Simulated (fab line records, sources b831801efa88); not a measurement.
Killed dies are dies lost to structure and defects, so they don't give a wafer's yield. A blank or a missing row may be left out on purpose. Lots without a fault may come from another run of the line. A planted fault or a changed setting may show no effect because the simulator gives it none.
fab line records | flow sky130
record lots=7 wafers=21 last_day=50
route steps=708 shown VIA1@471 METAL2@483 PAD_OPEN@708
lots that met no fault: from a run of the same line without faults
start_h: hours from the record's first day to the start of the lot's first wafer shown | wait_h: hours since the lot's step before | " the same as in the row above | L1.1+2: a row that stands for several wafers | - no value, or no start given | * or withheld: withheld | < > ~ a bound
route shown NAME@n: a module of which the file shows steps, and the number in the route of the first | usual: mean/standard deviation of fault-free wafers | same: alike in all rows | chamber/n: place in a boat | sites: the reading at each site | _std_site: their standard deviation | _edge_site: outer sites' mean less inner sites' | radius_mm: how far each site lies from the wafer's centre | mask NAME#n: copy n | behind: the tool/chamber that last shaped the wafer | hold: why the lot was held/for how many hours/how that ended | device: the transistor (n, p or np) that didn't switch | end of line: the same wafers' tests at the end of the route | a step without rows: its recipe alone | killed: dies lost to structure and defects at the first sort, not the wafer's yield | map: a wafer's dies, x killed, . not, _ none there
set.NAME: the setting as run; set.NAME@STEP: as run at that earlier step | model.NAME: the simulator's own value behind a step, which no gauge read
lots at some steps of the route; a table a step, a row a wafer
services: from which hour (start_h, from the record's first day; less than 0 if before it) a tool's chamber was out of use, for how many hours, and why
## steps
# step SKY_VIA1_OVL_MEAS_13
# usual VIA1_OVL=1/4.7
# columns lot.wafer tool chamber start_h wait_h VIA1_OVL[nm]
L342.3 overlay-02 - 837.54 0.1 4
L342.5 " - " " 4
L342.6 " - " " 7
L354.4 overlay-02 - 940.34 0.1 5
L354.5 " - " " 0
L354.6 " - " " 6
L355.2 overlay-02 - 941.97 0.1 7
L355.4 " - " " -1
L355.5 " - " " 3
L356.1 overlay-02 - 946.85 0.1 12
L356.3 " - " " 3
L356.5 " - " " -1
L357.3 overlay-02 - 948.02 0.1 -3
L357.4 " - " " -3
L357.6 " - " " -9
L358.2 overlay-02 - 958.58 0.1 1
L358.3 " - " " -5
L358.4 " - " " -3
L359.1 overlay-01 - 962.81 0.1 4
L359.2 " - " " 1
L359.3 " - " " 2
# step SKY_VIA1_ETCH_14
# recipe chemistry=N2/H2 target=BARC ion_energy_ev=200 source_w=500 bias_w=100 pressure_mtorr=30 n2_flow_sccm=100 h2_flow_sccm=200 stop_on=SiO2 time_s=45.9 target_depth_a=600
# usual drypump_motor_current_A=5.5/0.55 oes_product_au=0.854/0.0042 throttle_valve_pct=13.225/0.0095
# columns lot.wafer tool chamber start_h wait_h drypump_motor_current_A oes_product_au rf_hours_counter_h throttle_valve_pct
L342.3 rie_diel-04 1 837.56 0.0 5.6 0.852 21 13.221
L342.5 " 0 " " 6.0 0.853 - 13.226
L342.6 " 3 " " 4.9 0.856 - 13.213
L354.4 rie_diel-04 2 940.36 0.0 5.6 0.852 13 13.240
L354.5 " 2 " " 5.6 0.851 - 13.231
L354.6 " 3 " " 4.9 0.857 - 13.227
L355.2 rie_diel-04 0 942.00 0.0 6.0 0.856 23 13.213
L355.4 " 3 " " 4.9 0.857 8 13.227
L355.5 " 2 " " 5.6 0.847 - 13.206
L356.1 rie_diel-04 1 946.89 0.0 5.6 0.854 24 13.217
L356.3 " 3 " " 4.9 0.850 8 13.236
L356.5 " 2 " " 5.6 0.856 - 13.227
L357.3 rie_diel-03 0 948.04 0.0 6.1 0.855 16 13.211
L357.4 " 2 " " 4.8 0.854 - 13.242
L357.6 " 1 " " 5.0 0.859 - 13.233
L358.2 rie_diel-04 3 958.61 0.0 4.9 0.850 8 13.219
L358.3 " 0 " " 6.0 0.862 23 13.227
L358.4 " 2 " " 5.6 0.867 13 13.230
L359.1 rie_diel-03 0 962.85 0.0 6.1 0.859 17 13.231
L359.2 " 1 " " 5.0 0.853 16 13.236
L359.3 " 2 " " 4.8 0.861 19 13.217
# step SKY_VIA1_ETCH_15
# recipe target=SiO2 chemistry=C4F8/O2/Ar target_depth_nm=351 stop_on=TiN mask_material=KrF-thick source_w=1500 bias_w=1200 pressure_mtorr=40 c4f8_flow_sccm=withheld O2_flow_sccm=6 Ar_flow_sccm=300 time_s=54
# step SKY_VIA1_STRIP_16
# recipe chemistry=O2/N2 power_w=1400 pressure_mtorr=1500 platen_temp_c=withheld o2_flow_sccm=3000 n2_flow_sccm=300 overash_fraction=0.5
# step SKY_VIA1_STRIP_17
# recipe chemistry=post_etch_residue_remover time_s=1200 temp_c=72.5
# step SKY_VIA1_CLEAN_18
# recipe chemistry=IPA time_s=180 temp_c=25
# step SKY_VIA1_CLEAN_19
# recipe chemistry=O3/DIW dry=n2_spin
# step SKY_VIA1_SPUTTER_20
# recipe material=TiN target_thk_nm=20 chamber_pressure_pa=5 power_w=4000 time_s=80
# usual cathode_dc_power_W=4000.0/0.79 chamber_pressure_pa=4.999/0.0097 throttle_valve_pct=29.7/0.84
# columns lot.wafer tool chamber start_h wait_h cathode_dc_power_W chamber_pressure_pa throttle_valve_pct
L342.3 pvd_sputter-03 - 838.24 0.0 3999.1 5.004 29.4
L342.5 " - " " 4001.1 5.003 29.2
L342.6 " - " " 3999.4 4.985 28.4
L354.4 pvd_sputter-03 - 941.05 0.0 4000.6 5.021 29.6
L354.5 " - " " 4001.7 5.001 28.4
L354.6 " - " " 3998.8 5.033 30.1
L355.2 pvd_sputter-04 - 942.71 0.0 4000.1 4.987 29.7
L355.4 " - " " 3999.0 4.993 31.1
L355.5 " - " " 4000.8 4.996 30.0
L356.1 pvd_sputter-04 - 947.58 0.0 3999.8 4.989 30.2
L356.3 " - " " 4000.4 5.010 29.7
L356.5 " - " " 4000.1 4.992 30.1
L357.3 pvd_sputter-03 - 948.73 0.0 3999.8 4.996 31.1
L357.4 " - " " 4001.0 4.996 29.5
L357.6 " - " " 3999.7 4.992 28.7
L358.2 pvd_sputter-04 - 959.35 0.0 4000.5 4.999 30.0
L358.3 " - " " 3999.8 5.008 30.1
L358.4 " - " " 3999.1 4.988 30.1
L359.1 pvd_sputter-03 - 963.97 0.0 4001.1 5.027 31.0
L359.2 " - " " 4000.4 4.990 29.3
L359.3 " - " " 3999.4 5.011 29.8
# step SKY_VIA1_CVD_21
# recipe material=W target_thk_nm=270 time_s=80.902 temp_c=400 pressure_torr=40
# usual heater_power_w=901/89
# columns lot.wafer tool chamber start_h wait_h heater_power_w
L342.3 cvd_w-01 0 838.33 0.1 809
L342.5 " 1 " " 872
L342.6 " 0 " " 820
L354.4 cvd_w-02 0 941.14 0.1 1033
L354.5 " 1 " " 885
L354.6 " 0 " " 1014
L355.2 cvd_w-02 1 942.77 0.0 870
L355.4 " 1 " " 902
L355.5 " 1 " " 884
L356.1 cvd_w-02 0 947.64 0.0 1041
L356.3 " 1 " " 888
L356.5 " 0 " " 1051
L357.3 cvd_w-01 0 948.82 0.1 754
L357.4 " 1 " " 880
L357.6 " 0 " " 760
L358.2 cvd_w-01 0 959.41 0.0 750
L358.3 " 1 " " 899
L358.4 " 0 " " 771
L359.1 cvd_w-02 1 964.03 0.0 854
L359.2 " 0 " " 1043
L359.3 " 0 " " 1027
# step SKY_VIA1_RS_MEAS_22
# recipe thk_meas_gauge=four-point-probe reads=W_of_VIA1_CVD_21+TiN_of_VIA1_SPUTTER_20
# usual VIA1_W_RS=0.424/0.0058
# columns lot.wafer tool chamber start_h wait_h VIA1_W_RS[ohm/sq]
L342.3 film_metro-01 - 838.43 0.1 0.432
L342.5 " - " " 0.422
L342.6 " - " " 0.424
L354.4 film_metro-03 - 941.26 0.1 0.428
L354.5 " - " " 0.424
L354.6 " - " " 0.426
L355.2 film_metro-03 - 942.89 0.1 0.415
L355.4 " - " " 0.417
L355.5 " - " " 0.412
L356.1 film_metro-01 - 947.73 0.1 0.429
L356.3 " - " " 0.423
L356.5 " - " " 0.428
L357.3 film_metro-03 - 948.92 0.1 0.421
L357.4 " - " " 0.425
L357.6 " - " " 0.421
L358.2 film_metro-03 - 959.52 0.1 0.428
L358.3 " - " " 0.438
L358.4 " - " " 0.431
L359.1 film_metro-03 - 964.12 0.1 0.416
L359.2 " - " " 0.425
L359.3 " - " " 0.425
# step SKY_VIA1_THK_MEAS_23
# recipe thk_meas_gauge=xrf reads=W_of_VIA1_CVD_21
# usual VIA1_W_THK=274/4.3
# columns lot.wafer tool chamber start_h wait_h VIA1_W_THK[nm]
L342.3 film_metro-01 - 838.53 0.1 269
L342.5 " - " " 277
L342.6 " - " " 276
L354.4 film_metro-03 - 941.35 0.1 270
L354.5 " - " " 271
L354.6 " - " " 272
L355.2 film_metro-03 - 943.00 0.1 279
L355.4 " - " " 278
L355.5 " - " " 281
L356.1 film_metro-01 - 947.85 0.1 271
L356.3 " - " " 274
L356.5 " - " " 271
L357.3 film_metro-03 - 949.02 0.1 274
L357.4 " - " " 272
L357.6 " - " " 275
L358.2 film_metro-03 - 959.63 0.1 270
L358.3 " - " " 265
L358.4 " - " " 269
L359.1 film_metro-03 - 964.24 0.1 280
L359.2 " - " " 275
L359.3 " - " " 275
# step SKY_VIA1_CMP_24
# recipe stop_on=SiO2 t_overpolish_s=15 down_force_psi=3.5 platen_rpm=60 target_thk_nm=0 pad_velocity_m_s=0.94248
# usual motor_current_A=11.8/1.1 overpolish_run_s=15.001/0.0097 time_to_endpoint_s=64/3.8
# columns lot.wafer tool chamber start_h wait_h motor_current_A overpolish_run_s time_to_endpoint_s
L342.3 cmp-02 1 838.62 0.1 11.9 15.017 63
L342.6 " 0 " " 14.1 15.009 58
L342.5 " 1 " " 10.9 15.002 65
L354.4 cmp-01 3 941.38 0.0 10.6 15.008 64
L354.5 " 3 " " 10.8 14.986 66
L354.6 " 0 " " 12.3 14.992 61
L355.4 cmp-02 0 943.05 0.0 13.1 15.003 57
L355.2 " 1 " " 11.8 15.006 69
L355.5 " 1 " " 11.5 15.017 67
L356.3 cmp-02 3 948.01 0.1 10.8 14.995 61
L356.1 " 0 " " 13.7 15.001 59
L356.5 " 2 " " 10.6 15.016 66
L357.4 cmp-01 1 949.11 0.1 12.6 14.988 61
L357.3 " 2 " " 12.3 15.005 68
L357.6 " 0 " " 12.7 14.986 61
L358.4 cmp-02 1 959.68 0.0 11.6 15.005 65
L358.2 " 2 " " 11.0 15.007 67
L358.3 " 3 " " 11.3 14.997 59
L359.1 cmp-02 3 964.30 0.1 10.4 14.994 63
L359.2 " 0 " " 13.4 14.994 57
L359.3 " 1 " " 11.3 15.002 65
# step SKY_METAL2_SPUTTER_00
# recipe material=Ti target_thk_nm=15 power_w=3000 time_s=10 chamber_pressure_pa=0.4
# usual cathode_dc_power_W=3000.0/0.57 chamber_pressure_pa=0.4001/0.00085 throttle_valve_pct=29.4/1.1
# columns lot.wafer tool chamber start_h wait_h cathode_dc_power_W chamber_pressure_pa throttle_valve_pct
L342.3 pvd_sputter-02 - 838.87 0.2 3000.5 0.3994 30.5
L342.5 " - " " 3000.1 0.4013 30.7
L342.6 " - " " 2999.0 0.4007 30.5
L354.4 pvd_sputter-01 - 941.68 0.2 - - -
L354.5 " - " " - - -
L354.6 " - " " - - -
L355.2 pvd_sputter-02 - 943.35 0.2 - - -
L355.4 " - " " - - -
L355.5 " - " " - - -
L356.1 pvd_sputter-02 - 948.21 0.1 - - -
L356.3 " - " " - - -
L356.5 " - " " - - -
L357.3 pvd_sputter-01 - 949.36 0.1 2998.8 0.4004 30.2
L357.4 " - " " 3000.2 0.4007 28.4
L357.6 " - " " 2999.9 0.4004 29.2
L358.2 pvd_sputter-01 - 959.98 0.2 2999.4 0.4002 29.4
L358.3 " - " " 3000.2 0.3997 30.1
L358.4 " - " " 2997.8 0.3992 28.2
L359.1 pvd_sputter-01 - 964.60 0.2 3000.0 0.4002 28.2
L359.2 " - " " 2999.5 0.4002 29.7
L359.3 " - " " 3000.7 0.3995 27.3
# step SKY_METAL2_SPUTTER_01
# recipe material=TiN target_thk_nm=20 power_w=6500 time_s=16.7 chamber_pressure_pa=0.4
# usual cathode_dc_power_W=6500.1/1.2 chamber_pressure_pa=0.4001/0.00077 throttle_valve_pct=29.4/1.1
# columns lot.wafer tool chamber start_h wait_h cathode_dc_power_W chamber_pressure_pa throttle_valve_pct
L342.3 pvd_sputter-02 - 838.90 0.0 6501.2 0.4005 30.3
L342.5 " - " " 6499.2 0.4003 30.6
L342.6 " - " " 6499.8 0.3997 30.3
L354.4 pvd_sputter-01 - 941.71 0.0 6500.1 0.4010 30.2
L354.5 " - " " 6500.5 0.4006 27.6
L354.6 " - " " 6501.1 0.4016 30.2
L355.2 pvd_sputter-02 - 943.37 0.0 6499.4 0.3990 30.4
L355.4 " - " " 6499.9 0.3998 29.4
L355.5 " - " " 6502.0 0.4001 29.0
L356.1 pvd_sputter-02 - 948.24 0.0 6497.8 0.4012 30.6
L356.3 " - " " 6502.2 0.3997 30.8
L356.5 " - " " 6500.1 0.4012 30.5
L357.3 pvd_sputter-01 - 949.39 0.0 6502.1 0.4004 30.2
L357.4 " - " " 6499.9 0.4000 27.9
L357.6 " - " " 6501.8 0.4014 29.8
L358.2 pvd_sputter-01 - 960.01 0.0 6501.5 0.3999 29.7
L358.3 " - " " 6499.6 0.4004 30.2
L358.4 " - " " 6501.3 0.3999 28.0
L359.1 pvd_sputter-01 - 964.62 0.0 6500.4 0.3989 28.5
L359.2 " - " " 6500.0 0.3996 29.7
L359.3 " - " " 6500.3 0.4008 27.7
# step SKY_PAD_OPEN_PROBE_99
# usual defect_limited_yield=82.6/2 killed_at_M0_to_M3=43/7.3 killed_at_M4_up=3.4/1.7 killed_at_contacts=24/4.5 killed_at_front_end=16/4.4 killed_at_other=0.2/0.51 killed_dies=86/9.7 killed_open=46/6.6 killed_short=39/7.1 sort_bin_3_pad_short=0.9/0.45 sort_bin_5_function=10.4/1.4 sort_bin_6_memory=6.2/1.2 sort_n_pass=406/9.7 sort_yield_pct=82.6/2
# same gross_dies=492 killed_at_back_side=0 sort_bin_4_leakage[%]=0 sort_bin_8_speed[%]=0
# columns lot.wafer tool chamber start_h wait_h defect_limited_yield[%] killed_at_M0_to_M3 killed_at_M4_up killed_at_contacts killed_at_front_end killed_at_other killed_dies killed_open killed_short sort_bin_3_pad_short[%] sort_bin_5_function[%] sort_bin_6_memory[%] sort_n_pass sort_yield_pct[%] model.etest.via1_chain.rc_ohm
L342.3 prober-01 - 1109.66 0.2 84.8 33 4 25 13 0 75 35 40 1.4 9.3 4.5 417 84.8 16.3
L342.5 prober-01 - 1109.76 0.2 80.3 54 4 20 19 0 97 44 53 1.6 12.0 6.1 395 80.3 14.39
L342.6 prober-01 - 1109.81 0.2 84.8 37 2 23 13 0 75 41 34 0.6 8.1 6.5 417 84.8 16.4
L354.4 prober-01 - 1185.44 0.2 82.9 39 5 22 18 0 84 44 38 0.6 10.6 5.9 408 82.9 18
L354.5 prober-01 - 1185.49 0.2 81.7 49 3 21 17 0 90 54 36 1.4 10.8 6.1 402 81.7 18.18
L354.6 prober-01 - 1185.54 0.2 80.5 53 1 26 16 0 96 53 42 0.8 12.2 6.5 396 80.5 17.33
L355.2 prober-01 - 1186.44 0.1 83.3 44 4 20 13 1 82 45 37 0.4 11.4 4.9 410 83.3 17.88
L355.4 prober-01 - 1186.54 0.2 84.1 39 5 19 15 0 78 40 38 0.8 12.6 2.4 414 84.1 17.27
L355.5 prober-01 - 1186.59 0.2 84.3 36 6 21 14 0 77 37 40 0.6 11.2 3.9 415 84.3 17.29
L356.1 prober-01 - 1190.90 0.1 80.9 49 7 19 19 0 94 49 45 0.6 11.8 6.7 398 80.9 17.34
L356.3 prober-01 - 1191.00 0.2 77.2 60 3 30 18 1 112 52 59 1.4 12.6 8.7 380 77.2 16.9
L356.5 prober-01 - 1191.10 0.2 80.7 53 5 18 19 0 95 46 48 2.0 11.2 6.1 397 80.7 17.35
L357.3 prober-01 - 1191.30 0.3 83.9 33 5 26 15 0 79 44 35 0.8 10.4 4.9 413 83.9 17.02
L357.4 prober-01 - 1191.35 0.3 84.8 32 1 22 20 0 75 39 36 0.6 9.3 5.3 417 84.8 17
L357.6 prober-01 - 1191.45 0.3 81.9 48 2 29 10 0 89 52 37 1.0 10.4 6.7 403 81.9 17.1
L358.2 prober-01 - 1197.62 0.1 84.6 42 6 13 15 0 76 43 33 0.4 8.5 6.5 416 84.6 16.41
L358.3 prober-01 - 1197.67 0.2 82.7 42 7 23 12 1 85 41 44 1.8 11.6 3.9 407 82.7 16.26
L358.4 prober-01 - 1197.72 0.2 85.6 36 4 24 7 0 71 32 39 0.6 8.5 5.3 421 85.6 15.72
L359.1 prober-01 - 1203.05 0.1 83.1 36 5 22 20 0 83 40 41 1.0 9.8 6.1 409 83.1 15.95
L359.2 prober-01 - 1203.10 0.1 82.5 41 8 25 12 0 86 48 38 1.0 11.8 4.7 406 82.5 15.73
L359.3 prober-01 - 1203.15 0.2 81.5 42 3 29 17 0 91 48 42 1.0 11.0 6.5 401 81.5 15.9
# killed by level:class
L342.3 LOCAL_INTERCONNECT:geometric_particle:short=7 CONTACT:geometric_particle:short=6 VIA2:geometric_particle:open=6 METAL1:geometric_particle:short=6 FIELD_ISO:geometric_particle:open=4 POLY_GATE:geometric_particle:short=4 METAL2:geometric_particle:short=4 CONTACT:geometric_particle:open=4
L342.5 VIA3:geometric_particle:open=10 METAL2:geometric_particle:short=10 VIA1:geometric_particle:open=8 FIELD_ISO:geometric_particle:short=7 CONTACT:geometric_particle:open=7 VIA2:geometric_particle:short=6 VIA2:geometric_particle:open=6 LI_CONTACT:geometric_particle:open=6
L342.6 VIA2:geometric_particle:open=13 CONTACT:geometric_particle:open=11 METAL2:geometric_particle:short=6 FIELD_ISO:geometric_particle:short=5 CONTACT:geometric_particle:short=5 VIA1:geometric_particle:short=5 LOCAL_INTERCONNECT:geometric_particle:short=4 POLY_GATE:geometric_particle:open=3
L354.4 VIA1:geometric_particle:open=16 LI_CONTACT:geometric_particle:open=7 METAL1:geometric_particle:short=6 POLY_GATE:geometric_particle:short=5 CONTACT:geometric_particle:open=5 METAL2:geometric_particle:short=5 POLY_GATE:geometric_particle:open=4 CONTACT:geometric_particle:short=4
L354.5 VIA3:geometric_particle:open=12 CONTACT:geometric_particle:open=10 VIA2:geometric_particle:open=8 VIA1:geometric_particle:open=6 FIELD_ISO:geometric_particle:open=5 METAL2:geometric_particle:short=5 METAL1:geometric_particle:short=5 POLY_GATE:geometric_particle:open=4
L354.6 VIA1:geometric_particle:open=16 LI_CONTACT:geometric_particle:open=9 METAL1:geometric_particle:short=8 CONTACT:geometric_particle:short=7 VIA3:geometric_particle:open=7 CONTACT:geometric_particle:open=4 VIA1:geometric_particle:short=4 METAL2:geometric_particle:short=4
L355.2 VIA1:geometric_particle:open=12 VIA3:geometric_particle:open=10 CONTACT:geometric_particle:short=6 VIA2:geometric_particle:open=5 LI_CONTACT:geometric_particle:open=5 LOCAL_INTERCONNECT:geometric_particle:short=4 FIELD_ISO:geometric_particle:short=4 FIELD_ISO:geometric_particle:open=3
L355.4 CONTACT:geometric_particle:open=9 VIA2:geometric_particle:open=9 FIELD_ISO:geometric_particle:short=7 METAL2:geometric_particle:short=6 VIA1:geometric_particle:open=6 VIA3:geometric_particle:open=5 METAL1:geometric_particle:short=5 METAL4:geometric_particle:short=4
L355.5 VIA1:geometric_particle:open=13 LOCAL_INTERCONNECT:geometric_particle:short=7 VIA3:geometric_particle:open=6 METAL4:geometric_particle:short=6 CONTACT:geometric_particle:open=5 CONTACT:geometric_particle:short=4 METAL1:geometric_particle:short=4 VIA1:geometric_particle:short=4
L356.1 VIA2:geometric_particle:open=11 VIA1:geometric_particle:open=9 METAL2:geometric_particle:short=6 LI_CONTACT:geometric_particle:open=6 CONTACT:geometric_particle:open=6 FIELD_ISO:geometric_particle:short=4 POLY_GATE:geometric_particle:short=4 VIA1:geometric_particle:short=4
L356.3 VIA1:geometric_particle:open=16 CONTACT:geometric_particle:short=11 CONTACT:geometric_particle:open=11 METAL2:geometric_particle:short=9 VIA1:geometric_particle:short=9 VIA2:geometric_particle:open=6 POLY_CUT:geometric_particle:short=5 LI_CONTACT:geometric_particle:open=5
L356.5 VIA2:geometric_particle:open=13 LI_CONTACT:geometric_particle:open=8 POLY_GATE:geometric_particle:short=7 VIA1:geometric_particle:short=6 METAL2:geometric_particle:short=6 VIA2:geometric_particle:short=6 VIA3:geometric_particle:open=6 CONTACT:geometric_particle:open=5
L357.3 CONTACT:geometric_particle:open=13 VIA1:geometric_particle:open=11 CONTACT:geometric_particle:short=7 LI_CONTACT:geometric_particle:open=6 FIELD_ISO:geometric_particle:short=4 METAL2:geometric_particle:short=4 VIA2:geometric_particle:open=4 FIELD_ISO:geometric_particle:open=3
L357.4 CONTACT:geometric_particle:open=10 FIELD_ISO:geometric_particle:open=5 POLY_GATE:geometric_particle:open=5 LOCAL_INTERCONNECT:geometric_particle:short=5 METAL2:geometric_particle:short=5 METAL1:geometric_particle:short=4 VIA1:geometric_particle:short=4 VIA1:geometric_particle:open=4
L357.6 VIA1:geometric_particle:open=13 CONTACT:geometric_particle:open=12 VIA2:geometric_particle:open=10 LI_CONTACT:geometric_particle:open=7 FIELD_ISO:geometric_particle:short=6 VIA1:geometric_particle:short=6 CONTACT:geometric_particle:short=5 METAL1:geometric_particle:short=5
L358.2 POLY_GATE:geometric_particle:open=8 METAL1:geometric_particle:short=8 VIA3:geometric_particle:open=8 VIA1:geometric_particle:open=7 METAL2:geometric_particle:short=6 CONTACT:geometric_particle:open=4 CONTACT:geometric_particle:short=4 FIELD_ISO:geometric_particle:open=3
L358.3 METAL2:geometric_particle:short=12 VIA1:geometric_particle:open=11 LI_CONTACT:geometric_particle:open=8 METAL4:geometric_particle:short=7 CONTACT:geometric_particle:short=5 VIA2:geometric_particle:open=5 VIA3:geometric_particle:open=5 LI_CONTACT:geometric_particle:short=4
L358.4 VIA1:geometric_particle:open=7 LOCAL_INTERCONNECT:geometric_particle:short=7 METAL2:geometric_particle:short=7 CONTACT:geometric_particle:open=6 POLY_GATE:geometric_particle:short=5 VIA1:geometric_particle:short=5 VIA2:geometric_particle:open=5 LI_CONTACT:geometric_particle:short=4
L359.1 VIA1:geometric_particle:open=11 CONTACT:geometric_particle:short=6 VIA1:geometric_particle:short=6 VIA2:geometric_particle:open=6 CONTACT:geometric_particle:open=5 FIELD_ISO:geometric_particle:open=4 POLY_GATE:geometric_particle:short=4 POLY_GATE:geometric_particle:open=4
L359.2 VIA1:geometric_particle:open=11 CONTACT:geometric_particle:open=9 METAL2:geometric_particle:short=9 VIA2:geometric_particle:open=6 LI_CONTACT:geometric_particle:open=6 CONTACT:geometric_particle:short=5 VIA1:geometric_particle:short=4 METAL4:geometric_particle:short=4
L359.3 VIA1:geometric_particle:open=9 CONTACT:geometric_particle:short=9 CONTACT:geometric_particle:open=9 VIA2:geometric_particle:open=8 LI_CONTACT:geometric_particle:open=7 FIELD_ISO:geometric_particle:short=6 METAL1:geometric_particle:short=6 METAL2:geometric_particle:short=6
## services
# columns tool chamber start_h hours kind
cmp-02 - 817.34 4.3 pm
cmp-01 - 824.61 0.8 repair
cvd_w-01 - 832.62 0.3 repair
pvd_sputter-02 - 834.71 1.1 repair
cvd_w-01 1 836.56 1.5 repair
rie_diel-04 0 870.81 1.3 repair
cmp-01 - 871.74 0.4 repair
rie_diel-03 1 882.30 14.7 repair
cmp-01 - 886.63 3.1 repair
pvd_sputter-02 - 887.64 3.4 repair
pvd_sputter-01 - 890.77 4.1 repair
cmp-02 - 897.36 14.7 repair
rie_diel-04 1 900.85 2.5 repair
cvd_w-01 - 904.00 14.0 pm
pvd_sputter-02 - 904.31 11.8 repair
cmp-02 - 912.03 4.0 pm
cmp-01 - 916.25 5.6 pm
cvd_w-01 - 918.00 2.8 pm
pvd_sputter-01 - 925.11 1.4 repair
rie_diel-04 3 927.39 5.5 repair
cmp-01 - 933.27 1.8 repair
cvd_w-01 - 935.58 1.4 repair
cmp-02 - 945.48 2.2 repair
cmp-02 - 949.42 2.6 repair
## key
first_sign step=SKY_METAL2_SPUTTER_00 reading=tool_record direction=missing
effect none on later readings
model_effect step=SKY_PAD_OPEN_PROBE_99 value=etest.via1_chain.rc_ohm without=15.85 struck=17.5
met_at SKY_METAL2_SPUTTER_00
struck_wafers L354.4,L354.5,L354.6,L355.2,L355.4,L355.5,L356.1,L356.3,L356.5
onset_between 838.87 941.68
fault kind=skipped_step_whole tool=pvd_sputter-01,pvd_sputter-02 chamber=- onset_h=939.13 steps=SKY_METAL2_SPUTTER_00 scope=struck_lots_only
